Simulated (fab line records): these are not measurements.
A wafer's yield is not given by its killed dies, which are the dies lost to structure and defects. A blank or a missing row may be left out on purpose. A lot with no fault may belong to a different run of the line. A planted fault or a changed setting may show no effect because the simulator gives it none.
fab line records	flow sky130
record: lots: 6	wafers: 18	last_day: 51
route steps=708 shown LI_CONTACT@371 PAD_OPEN@708
lots that met no fault: taken from a fault-free run of the same line
start_h: hours from the record's first day to the start of the lot's first wafer shown	wait_h: hours from the lot's prior step to this one	" identical to the entry in the row above	L1.1+2: one row covering several wafers at once	- either no value or no given start	* or withheld: withheld	< > ~ a bound
route shown NAME@n: NAME is a module with steps in the file, n the number in the route of the first one	usual: mean/standard deviation of fault-free wafers	same: alike in all rows	chamber/n: place in a boat	sites: readings site by site	_std_site: standard deviation across them	_edge_site: inner sites' mean taken away from outer sites' mean	radius_mm: how far each site lies from the wafer's centre	mask NAME#n: copy n	behind: the last tool/chamber to shape the wafer	hold: the reason the lot was held/the length of the hold in hours/how it ended	device: whichever transistor did not switch (one of n, p or np)	end of line: the tests these same wafers got at the end of their route	a step given without rows: its recipe and nothing more	killed: dies lost to structure and defects at the first sort, not the wafer's yield	map: a wafer's dies, marking killed ones x, the rest . and places with no die _
set.NAME: the setting that was run; set.NAME@STEP: the one run at that earlier step	model.NAME: the simulator's own value behind a step, which no gauge read
a table for each step, a row for each wafer; lots at some steps of the route
services: when a tool's chamber went out of use (start_h, in hours from the record's first day, below 0 if earlier), for how many hours, and the reason
== steps ==
step: SKY_LI_CONTACT_EXPOSE_09
recipe: mask_id: LICM1	na: 0.8	source_shape: annular	sigma_inner: 0.55	sigma_outer: 0.85	target_cd_nm: 170	dose_mj: 38
step: SKY_LI_CONTACT_PEB_10
recipe: peb_temp_c: withheld	peb_time_s: withheld	resist: KrF-thick
step: SKY_LI_CONTACT_DEVELOP_11
recipe: develop_time_s: 60	resist: KrF-thick	dev_temp_c: 21
step: SKY_LI_CONTACT_CD_MEAS_12
recipe: target_cd_nm: 170
usual: cd_nm: 169.7/1.7
lot.wafer	tool	chamber	start_h	wait_h	cd_nm
L448.1	cd_sem-02	-	687.79	-	172.4
L448.2	"	-	"	"	170.7
L448.3	"	-	"	"	171.2
L450.2	cd_sem-02	-	704.87	-	170.5
L450.4	"	-	"	"	170.9
L450.6	"	-	"	"	172.1
L453.1	cd_sem-02	-	740.40	-	169.6
L453.4	"	-	"	"	170.7
L453.5	"	-	"	"	171.3
L461.1	cd_sem-01	-	793.99	-	169.4
L461.2	"	-	"	"	169.2
L461.6	"	-	"	"	167.8
L467.3	cd_sem-02	-	831.00	-	170.3
L467.4	"	-	"	"	170.8
L467.5	"	-	"	"	169.3
L469.1	cd_sem-02	-	875.82	-	165.9
L469.4	"	-	"	"	166.5
L469.6	"	-	"	"	167.7
step: SKY_LI_CONTACT_OVL_MEAS_13
usual: LI_CONTACT_OVL: 0/5.1
lot.wafer	tool	chamber	start_h	wait_h	LI_CONTACT_OVL[nm]
L448.1	overlay-01	-	687.91	0.1	-3
L448.2	"	-	"	"	-8
L448.3	"	-	"	"	-7
L450.2	overlay-02	-	704.98	0.1	13
L450.4	"	-	"	"	7
L450.6	"	-	"	"	4
L453.1	overlay-02	-	740.52	0.1	-5
L453.4	"	-	"	"	-1
L453.5	"	-	"	"	4
L461.1	overlay-02	-	794.11	0.1	-1
L461.2	"	-	"	"	7
L461.6	"	-	"	"	6
L467.3	overlay-01	-	831.09	0.1	-2
L467.4	"	-	"	"	0
L467.5	"	-	"	"	7
L469.1	overlay-02	-	875.94	0.1	5
L469.4	"	-	"	"	-2
L469.6	"	-	"	"	1
step: SKY_LI_CONTACT_ETCH_14
recipe: chemistry: N2/H2	target: BARC	ion_energy_ev: 200	source_w: 500	bias_w: 97.5	pressure_mtorr: 30	n2_flow_sccm: 100	h2_flow_sccm: 200	stop_on: SiO2	time_s: 45.9	target_depth_a: 600
usual: drypump_motor_current_A: 5.8/0.36	oes_product_au: 0.855/0.0055	throttle_valve_pct: 13.225/0.0093
lot.wafer	tool	chamber	start_h	wait_h	drypump_motor_current_A	oes_product_au	rf_hours_counter_h	throttle_valve_pct
L448.1	rie_diel-03	3	687.94	0.0	5.7	0.852	14	13.237
L448.2	"	0	"	"	5.5	0.847	7	13.228
L448.3	"	2	"	"	6.0	0.854	15	13.232
L450.2	rie_diel-04	3	705.01	0.0	5.9	0.854	7	13.228
L450.4	"	0	"	"	5.7	0.858	3	13.214
L450.6	"	3	"	"	6.0	0.844	-	13.233
L453.1	rie_diel-02	3	740.56	0.0	5.2	0.853	3	13.228
L453.4	"	1	"	"	5.3	0.855	-	13.219
L453.5	"	3	"	"	5.2	0.849	-	13.220
L461.1	rie_diel-02	0	794.14	0.0	5.8	0.860	1	13.225
L461.2	"	2	"	"	6.2	0.845	36	13.236
L461.6	"	2	"	"	6.2	0.861	-	13.216
L467.3	rie_diel-02	3	831.11	0.0	5.2	0.855	6	13.224
L467.4	"	0	"	"	5.9	0.848	-	13.216
L467.5	"	1	"	"	5.3	0.863	-	13.232
L469.1	rie_diel-03	3	875.98	0.0	5.7	0.855	20	13.223
L469.4	"	0	"	"	5.5	0.857	13	13.213
L469.6	"	0	"	"	5.5	0.854	-	13.232
step: SKY_LI_CONTACT_ETCH_15
recipe: target: PSG	chemistry: C4F8/O2/Ar	stop_on: Si	taper_deg: 4.15	mask_material: KrF-thick	source_w: 1500	bias_w: 1200	pressure_mtorr: 40	c4f8_flow_sccm: withheld	O2_flow_sccm: 6	Ar_flow_sccm: 300	time_s: withheld	target_depth_a: 6000
usual: oes_product_au: 0.837/0.0048
lot.wafer	tool	chamber	start_h	wait_h	oes_product_au
L448.1	rie_diel-03	3	687.98	0.0	0.840
L448.2	"	0	"	"	0.827
L448.3	"	2	"	"	0.844
L450.2	rie_diel-04	3	705.05	0.0	0.836
L450.4	"	0	"	"	0.837
L450.6	"	3	"	"	0.838
L453.1	rie_diel-02	3	740.60	0.0	0.840
L453.4	"	1	"	"	0.841
L453.5	"	3	"	"	0.841
L461.1	rie_diel-02	0	794.18	0.0	0.838
L461.2	"	2	"	"	0.829
L461.6	"	2	"	"	0.838
L467.3	rie_diel-02	3	831.15	0.0	0.836
L467.4	"	0	"	"	0.850
L467.5	"	1	"	"	0.835
L469.1	rie_diel-03	3	876.02	0.0	0.843
L469.4	"	0	"	"	0.840
L469.6	"	0	"	"	0.844
step: SKY_LI_CONTACT_STRIP_16
recipe: chemistry: O2/N2	power_w: 1400	pressure_mtorr: 1500	platen_temp_c: withheld	o2_flow_sccm: 3000	n2_flow_sccm: 300	overash_fraction: 0.5
usual: drypump_motor_current_A: 5.9/0.36	oes_product_au: 0.375/0.0048	strip_time_to_endpoint_s: 3.48/0.033
lot.wafer	tool	chamber	start_h	wait_h	drypump_motor_current_A	oes_product_au	rf_hours_counter_h	strip_time_to_endpoint_s
L448.1	plasma_asher-04	1	688.07	-	5.3	0.373	101	3.48
L448.2	"	0	"	"	5.9	0.377	101	3.42
L448.3	"	1	"	"	5.3	0.367	-	3.45
L450.2	plasma_asher-04	0	705.14	-	5.9	0.375	103	3.50
L450.4	"	0	"	"	5.9	0.371	-	3.51
L450.6	"	1	"	"	5.3	0.384	-	3.54
L453.1	plasma_asher-02	0	740.69	-	6.1	0.376	62	3.45
L453.4	"	1	"	"	6.2	0.365	-	3.45
L453.5	"	0	"	"	6.1	0.366	-	3.46
L461.1	plasma_asher-01	0	794.27	-	5.5	0.374	37	3.51
L461.2	"	1	"	"	6.3	0.371	37	3.47
L461.6	"	1	"	"	6.3	0.373	-	3.46
L467.3	plasma_asher-01	1	831.27	-	6.3	0.377	-	3.47
L467.4	"	0	"	"	5.5	0.380	-	3.50
L467.5	"	0	"	"	5.5	0.383	-	3.49
L469.1	plasma_asher-04	0	876.11	-	5.9	0.377	11	3.51
L469.4	"	0	"	"	5.9	0.368	-	3.48
L469.6	"	0	"	"	5.9	0.376	-	3.45
step: SKY_LI_CONTACT_CLEAN_17
recipe: chemistry: NMP	time_s: 600	temp_c: 60	dry: n2_spin
step: SKY_LI_CONTACT_PRE_CLEAN_18
recipe: gas: Ar	time_s: 5.6	bias_v: 358
step: SKY_LI_CONTACT_SPUTTER_19
recipe: material: Ti	target_thk_nm: 20	chamber_pressure_pa: 5	power_w: 2500	substrate_temp_c: 200	time_s: 106.37
usual: substrate_temp_c: 200.01/0.14	throttle_valve_pct: 30.0/0.72
lot.wafer	tool	chamber	start_h	wait_h	substrate_temp_c	throttle_valve_pct
L448.1	pvd_sputter-03	-	688.40	0.0	200.20	29.3
L448.2	"	-	"	"	199.91	28.7
L448.3	"	-	"	"	200.13	29.3
L450.2	pvd_sputter-02	-	705.43	0.0	200.11	29.8
L450.4	"	-	"	"	200.10	30.1
L450.6	"	-	"	"	200.11	29.7
L453.1	pvd_sputter-02	-	740.98	0.0	200.06	29.9
L453.4	"	-	"	"	200.01	30.1
L453.5	"	-	"	"	200.25	30.1
L461.1	pvd_sputter-03	-	794.56	0.0	199.96	29.5
L461.2	"	-	"	"	199.96	29.6
L461.6	"	-	"	"	199.95	29.5
L467.3	pvd_sputter-03	-	831.53	0.0	199.83	28.7
L467.4	"	-	"	"	199.77	29.4
L467.5	"	-	"	"	199.67	29.7
L469.1	pvd_sputter-01	-	876.40	0.0	200.31	30.1
L469.4	"	-	"	"	200.07	31.1
L469.6	"	-	"	"	200.09	29.8
step: SKY_LI_CONTACT_SPUTTER_20
recipe: material: TiN	target_thk_nm: 20	chamber_pressure_pa: 5	power_w: 4000	time_s: 80
usual: throttle_valve_pct: 30.0/0.72
lot.wafer	tool	chamber	start_h	wait_h	throttle_valve_pct
L448.1	pvd_sputter-03	-	688.47	0.0	29.7
L448.2	"	-	"	"	28.7
L448.3	"	-	"	"	29.7
L450.2	pvd_sputter-02	-	705.51	0.0	29.8
L450.4	"	-	"	"	30.2
L450.6	"	-	"	"	29.9
L453.1	pvd_sputter-02	-	741.06	0.0	30.3
L453.4	"	-	"	"	30.1
L453.5	"	-	"	"	30.3
L461.1	pvd_sputter-03	-	794.64	0.0	29.3
L461.2	"	-	"	"	29.6
L461.6	"	-	"	"	29.5
L467.3	pvd_sputter-03	-	831.61	0.0	28.6
L467.4	"	-	"	"	29.4
L467.5	"	-	"	"	29.4
L469.1	pvd_sputter-01	-	876.48	0.0	30.0
L469.4	"	-	"	"	31.3
L469.6	"	-	"	"	30.1
step: SKY_LI_CONTACT_CVD_21
recipe: material: W	target_thk_nm: 400	time_s: 120.56	temp_c: 400	pressure_torr: 40
usual: heater_power_outer_w: 550/49	heater_power_w: 851/87	susceptor_temp_C: 399.97/0.24
lot.wafer	tool	chamber	start_h	wait_h	heater_power_outer_w	heater_power_w	susceptor_temp_C	model.W_of_LI_CONTACT_CVD_21.thk_nm
L448.1	cvd_w-01	0	688.53	0.0	525	904	399.44	393.4
L448.2	"	1	"	"	470	700	399.57	399.9
L448.3	"	1	"	"	459	716	400.04	394.6
L450.2	cvd_w-01	0	705.57	0.0	518	888	400.02	399.7
L450.4	"	0	"	"	520	890	400.26	403.9
L450.6	"	0	"	"	510	899	399.85	403.8
L453.1	cvd_w-01	1	741.12	0.0	485	713	399.78	402.8
L453.4	"	1	"	"	472	712	399.92	402.4
L453.5	"	1	"	"	478	709	399.92	399.2
L461.1	cvd_w-01	0	794.70	0.0	514	865	396.86	379.5
L461.2	"	1	"	"	473	714	397.26	383.5
L461.6	"	0	"	"	518	881	397.07	381.3
L467.3	cvd_w-01	1	831.71	0.1	471	693	397.35	385
L467.4	"	0	"	"	496	883	396.75	373.9
L467.5	"	0	"	"	522	860	397.02	381.6
L469.1	cvd_w-02	0	876.54	0.0	573	853	399.78	400
L469.4	"	0	"	"	585	828	400.27	398.1
L469.6	"	0	"	"	565	834	399.95	399.4
step: SKY_LI_CONTACT_RS_MEAS_22
recipe: thk_meas_gauge: four-point-probe	reads: W_of_LI_CONTACT_CVD_21+TiN_of_LI_CONTACT_SPUTTER_20+Ti_of_LI_CONTACT_SPUTTER_19
usual: LI_CONTACT_W_RS: 0.2862/0.0027
lot.wafer	tool	chamber	start_h	wait_h	LI_CONTACT_W_RS[ohm/sq]
L448.1	film_metro-03	-	688.66	0.1	0.2889
L448.2	"	-	"	"	0.2843
L448.3	"	-	"	"	0.2878
L450.2	film_metro-04	-	705.72	0.1	0.2843
L450.4	"	-	"	"	0.2818
L450.6	"	-	"	"	0.2817
L453.1	film_metro-03	-	741.25	0.1	0.2819
L453.4	"	-	"	"	0.2822
L453.5	"	-	"	"	0.2855
L461.1	film_metro-03	-	794.83	0.1	0.2996
L461.2	"	-	"	"	0.2963
L461.6	"	-	"	"	0.2981
L467.3	film_metro-04	-	831.84	0.1	0.2955
L467.4	"	-	"	"	0.3044
L467.5	"	-	"	"	0.2981
L469.1	film_metro-03	-	876.67	0.1	0.2842
L469.4	"	-	"	"	0.2860
L469.6	"	-	"	"	0.2849
step: SKY_LI_CONTACT_THK_MEAS_23
recipe: thk_meas_gauge: xrf	reads: W_of_LI_CONTACT_CVD_21
usual: LI_CONTACT_W_THK: 399/7.1
lot.wafer	tool	chamber	start_h	wait_h	LI_CONTACT_W_THK[nm]
L448.1	film_metro-03	-	688.78	0.1	393
L448.2	"	-	"	"	402
L448.3	"	-	"	"	398
L450.2	film_metro-04	-	705.83	0.1	402
L450.4	"	-	"	"	405
L450.6	"	-	"	"	405
L453.1	film_metro-03	-	741.37	0.1	405
L453.4	"	-	"	"	408
L453.5	"	-	"	"	403
L461.1	film_metro-03	-	794.95	0.1	388
L461.2	"	-	"	"	390
L461.6	"	-	"	"	387
L467.3	film_metro-04	-	831.94	0.1	394
L467.4	"	-	"	"	383
L467.5	"	-	"	"	389
L469.1	film_metro-03	-	876.79	0.1	401
L469.4	"	-	"	"	396
L469.6	"	-	"	"	398
step: SKY_PAD_OPEN_PROBE_99
usual: killed_at_M0_to_M3: 43/6.4	killed_at_M4_up: 3.2/1.8	killed_at_contacts: 25/5.8	killed_at_front_end: 16/4.1	killed_at_other: 0.2/0.47	killed_dies: 88/9.9	killed_open: 47/7.3	killed_short: 40/7.1
same: gross_dies: 492	killed_at_back_side: 0
lot.wafer	tool	chamber	start_h	wait_h	killed_at_M0_to_M3	killed_at_M4_up	killed_at_contacts	killed_at_front_end	killed_at_other	killed_dies	killed_open	killed_short
L450.2	prober-01	-	1091.96	0.1	47	4	24	15	0	90	50	40
L450.4	prober-01	-	1092.06	0.2	54	2	24	26	1	107	60	47
L450.6	prober-01	-	1092.16	0.2	48	4	18	11	0	81	47	34
killed by level:class
L450.2 VIA2:geometric_particle:open=11 CONTACT:geometric_particle:open=10 VIA3:geometric_particle:open=9 METAL2:geometric_particle:short=8 VIA1:geometric_particle:open=6 LI_CONTACT:geometric_particle:short=5 FIELD_ISO:geometric_particle:short=4 LI_CONTACT:geometric_particle:open=4
L450.4 VIA1:geometric_particle:open=11 VIA3:geometric_particle:open=10 CONTACT:geometric_particle:open=9 POLY_GATE:geometric_particle:short=8 METAL1:geometric_particle:short=8 FIELD_ISO:geometric_particle:open=7 LI_CONTACT:geometric_particle:open=6 VIA3:geometric_particle:short=6
L450.6 VIA1:geometric_particle:open=10 LI_CONTACT:geometric_particle:open=8 VIA3:geometric_particle:open=8 METAL1:geometric_particle:short=7 METAL2:geometric_particle:short=7 CONTACT:geometric_particle:open=6 POLY_CUT:geometric_particle:open=4 POLY_GATE:geometric_particle:open=3
== services ==
tool	chamber	start_h	hours	kind
pvd_sputter-01	-	667.01	13.7	repair
cvd_w-02	1	703.58	1.4	repair
rie_diel-04	-	712.81	0.2	repair
rie_diel-04	-	713.12	28.1	pm
plasma_asher-04	-	733.75	9.0	pm
cvd_w-01	0	735.23	3.6	repair
rie_diel-03	3	742.05	2.6	repair
pvd_sputter-02	-	777.51	3.1	repair
pvd_sputter-01	-	778.43	4.8	repair
pvd_sputter-02	-	807.70	3.8	repair
pvd_sputter-02	-	813.95	5.4	repair
plasma_asher-04	-	817.53	14.6	pm
rie_diel-04	3	823.03	96.4	repair
rie_diel-03	2	823.69	6.2	repair
rie_diel-02	2	824.66	8.4	repair
pvd_sputter-01	-	830.32	6.7	repair
rie_diel-02	1	835.83	3.8	repair
plasma_asher-04	-	838.07	0.9	repair
rie_diel-04	0	838.71	7.5	repair
rie_diel-03	-	844.31	0.6	repair
pvd_sputter-01	-	848.58	1.0	repair
pvd_sputter-03	-	849.68	2.0	repair
pvd_sputter-01	-	853.10	0.7	repair
rie_diel-02	-	866.65	0.2	repair
== key ==
first_sign: step: SKY_LI_CONTACT_CVD_21	reading: susceptor_temp_C	direction: down	sigmas: 12	usual: *	struck: *
effect: step: SKY_LI_CONTACT_RS_MEAS_22	reading: LI_CONTACT_W_RS	direction: up	sigmas: 4.6	usual: 0.2862	struck: 0.2987
effect: step: SKY_LI_CONTACT_THK_MEAS_23	reading: LI_CONTACT_W_THK	direction: down	sigmas: 1.5	usual: 399	struck: 388
model_effect: step: SKY_LI_CONTACT_CVD_21	value: W_of_LI_CONTACT_CVD_21.thk_nm	without: 401.8	struck: 380.8
met_at SKY_LI_CONTACT_CVD_21
struck_wafers L461.1,L461.2,L461.6,L467.3,L467.4,L467.5
tester_left_out L461,L467
onset_between 741.12 794.70
fault: kind: process_parameter_drift	tool: cvd_w-01	chamber: -	onset_h: 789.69	steps: SKY_LI_CONTACT_CVD_21	channel: temp_c	offset: *	shape: step	end_h: 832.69	acts_in: *	stated: *
tester_left_out: of these lots the tester's yield and bins aren't shown, on N5 and GAA mostly nor the transistor test; their killed dies are dies lost to structure and defects alone, not to doping, threshold or leakage, so they don't give the yield
